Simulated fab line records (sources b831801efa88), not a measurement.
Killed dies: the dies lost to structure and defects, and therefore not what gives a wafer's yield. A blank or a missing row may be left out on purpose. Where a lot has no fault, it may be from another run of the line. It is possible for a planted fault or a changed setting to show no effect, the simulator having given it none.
Struck lot and sound lot, side by side / flow sky130 / 44 steps out of a route of 708
Sound: wafers L843.2, L843.5, L843.6. The struck wafers were L836.2, L836.3, L836.6. Last of all comes the cause.
Order at every step that has rows: each side's tool, ch and its chambers, its first start. Under that, the readings that differ: sound wafers / struck wafers / difference of the means / sigmas: that difference in standard deviations of wafers without a fault.
alike: readings whose means differ by less than 2 such deviations, and words and numbers that are the same on both sides. not compared: withheld readings, readings that some wafer has no value for, bounds like >300 that may hide the same value, and numbers for which the record gives no deviation and whose values overlap.
Wherever a step has rows on one side only, a row that says differs or no value, or a row with sigmas, the two part there. Non-overlapping numbers with no deviation appear without sigmas and do not part them. Lack of a reading on every wafer of one side parts them only where that side has two or more wafers.

first, 5 steps without rows for these wafers: SKY_FIELD_ISO_WET_ETCH_18 (etches Si3N4 in H3PO4, target depth 25 nm, time 286 s); SKY_FIELD_ISO_CLEAN_19 (cleans in SC1/SC2, time 150 s); SKY_FIELD_ISO_CLEAN_20 (cleans in dHF, time 20 s); SKY_FIELD_ISO_WET_ETCH_21 (etches SiO2 in dHF, target depth 20 nm, time 400 s); SKY_FIELD_ISO_OXIDATION_22 (stabilise 600 s, purge 300 s, target thk 10 nm).
SKY_FIELD_ISO_THK_MEAS_23:
  sound: film metro-04 at day 6 04:06; struck: film metro-04 at day 4 17:34
  alike: FIELD_ISO_OXIDATION_01_THK
then, 1 step without rows for these wafers: SKY_FIELD_ISO_CVD_24 (deposits SiO2, target thk 595 nm, time 99.2 s).
SKY_FIELD_ISO_THK_MEAS_25:
  sound: film metro-02 at day 6 04:14; struck: film metro-02 at day 4 17:42
reading=FIELD_ISO_CVD_24_THK (nm); sound=604 598 606; struck=584 594 588; difference=-14; sigmas=-2
then, 1 step without rows for these wafers: SKY_FIELD_ISO_ANNEAL_26 (time 1800 s).
SKY_FIELD_ISO_CMP_27: polishes, stops on Si3N4, t overpolish 16 s, target thk 457.8 nm.
  sound on cmp-01 ch 2,3, day 6 06:57; struck on cmp-01 ch 0,1,3, day 4 20:28
  alike: edge zone pressure frac, motor current A, overpolish run s, retaining ring pressure frac, time to endpoint s
then, 2 steps without rows for these wafers: SKY_FIELD_ISO_WET_ETCH_28 (etches SiO2 in dHF, target depth 23.7 nm, time 47 s); SKY_FIELD_ISO_WET_ETCH_29 (etches Si3N4 in H3PO4, target depth 160 nm, time 1825 s).
SKY_FIELD_ISO_WET_ETCH_30: etches SiO2 in dHF, target depth 25 nm, time 50 s.
  sound on wet bench-03 ch 1, day 6 07:47; struck on wet bench-02 ch 3, day 4 21:16
reading=bath heat duty pct (%); sound=4.9 5.3 5.5; struck=0 0 0; difference=-5; sigmas=-6
reading=temp c (C); sound=25.13 24.99 24.88; struck=15.12 14.99 15.04; difference=-9.95; sigmas=-99 or more
reading=model.SiO2_of_FIELD_ISO_CVD_24.thk nm (nm); sound=404.4 404.4 402.4; struck=414.8 414.7 414.6; difference=+11.0; sigmas=
then, 2 steps without rows for these wafers: SKY_NWELL_CLEAN_00 (cleans in SC1/SC2, time 150 s); SKY_NWELL_OXIDATION_01 (stabilise 600 s, purge 300 s, target thk 10 nm).
SKY_NWELL_THK_MEAS_02:
  sound: film metro-04 at day 6 09:42; struck: film metro-04 at day 5 00:41
reading=NWELL_OXIDATION_THK (nm); sound=10.09 10.08 10.07; struck=9.38 9.33 9.48; difference=-0.68; sigmas=-3
then, 8 steps without rows for these wafers: SKY_DNWELL_DEHYDRATE_00 (time 60 s); SKY_DNWELL_HMDS_01 (prime time 60 s); SKY_DNWELL_COAT_02 (resist thk 3000 nm); SKY_DNWELL_SOFTBAKE_03; SKY_DNWELL_EXPOSE_04 (exposes mask DNM, target cd 3000 nm); SKY_DNWELL_PEB_05; SKY_DNWELL_DEVELOP_06 (develop time 60 s); SKY_DNWELL_IMPLANT_07.
SKY_DNWELL_STRIP_08: strips in O2/N2.
  sound on plasma asher-03 ch 0,1, day 7 05:23; struck on plasma asher-01 ch 0,1, day 5 18:08
  alike: drypump motor current A, oes product au, strip time to endpoint s
  not compared: rf hours counter h
SKY_DNWELL_TW_MEAS_09:
  sound: film metro-02 at day 7 05:30; struck: film metro-04 at day 5 18:14
reading=DNWELL_TW; sound=1103 1096 1096; struck=1129 1135 1129; difference=+33; sigmas=+2
then, 7 steps without rows for these wafers: SKY_PWDE_DEHYDRATE_00 (time 60 s); SKY_PWDE_HMDS_01 (prime time 60 s); SKY_PWDE_COAT_02 (resist thk 3000 nm); SKY_PWDE_SOFTBAKE_03; SKY_PWDE_EXPOSE_04 (exposes mask PWDEM, target cd 840 nm); SKY_PWDE_PEB_05; SKY_PWDE_DEVELOP_06 (develop time 60 s).
SKY_PWDE_OVL_MEAS_07:
  sound: overlay-02 at day 8 01:02; struck: overlay-02 at day 6 11:17
  alike: PWDE_OVL
next, for these wafers, 1 step has no rows: SKY_PWDE_IMPLANT_08.
SKY_PWDE_STRIP_09: strips in O2/N2.
  sound on plasma asher-02 ch 0,1, day 8 01:13; struck on plasma asher-03 ch 0,1, day 6 11:28
  alike: drypump motor current A, oes product au, strip time to endpoint s
  not compared: rf hours counter h
SKY_PWDE_TW_MEAS_10:
  sound: film metro-01 at day 8 01:20; struck: film metro-01 at day 6 11:35
  alike: PWDE_TW
then, 5 steps without rows for these wafers: SKY_NWELL_DEHYDRATE_03 (time 60 s); SKY_NWELL_HMDS_04 (prime time 60 s); SKY_NWELL_COAT_05 (resist thk 3000 nm); SKY_NWELL_SOFTBAKE_06; SKY_NWELL_EXPOSE_07 (exposes mask NWM, target cd 840 nm).
-- the record jumps here: 25 days lie between the struck wafers' starts before and after (it left off in module NWELL and takes up again in module SALICIDE, whose first step shown is number 361 of the route) --
SKY_SALICIDE_CLEAN_00: cleans in HF-last, time 30 s.
  sound on wet bench-01 ch 0, day 33 15:40; struck on wet bench-01 ch 0, day 31 13:56
reading=model.SiO2_of_FIELD_ISO_CVD_24.thk nm (nm); sound=358.1 358.2 356.1; struck=368.6 368.4 368.3; difference=+11.0; sigmas=
-- the record jumps here: 17 days lie between the struck wafers' starts before and after (it left off in module SALICIDE and takes up again in module PAD_OPEN, whose first step shown is number 708 of the route) --
SKY_PAD_OPEN_PROBE_99:
  sound: prober-02 at day 49 18:03; struck: prober-01 at day 48 10:32
reading=killed at contacts; sound=37 23 17; struck=16 18 13; difference=-10; sigmas=-2
reading=model.etest.sram nfet pass.off log10 a um; sound=-12.41 -12.97 -12.59; struck=-13.39 -13.24 -13.02; difference=-0.56; sigmas=
  alike: killed_at_M0_to_M3, killed_at_M4_up, killed at front end, killed at other, killed dies, killed open, killed short
  not compared: model.etest.sram nfet pass.vt v

## WHERE THEY PART
At SKY_FIELD_ISO_THK_MEAS_25 first; at SKY_PAD_OPEN_PROBE_99 last (within this record only).

WHY: whatever the simulator had introduced
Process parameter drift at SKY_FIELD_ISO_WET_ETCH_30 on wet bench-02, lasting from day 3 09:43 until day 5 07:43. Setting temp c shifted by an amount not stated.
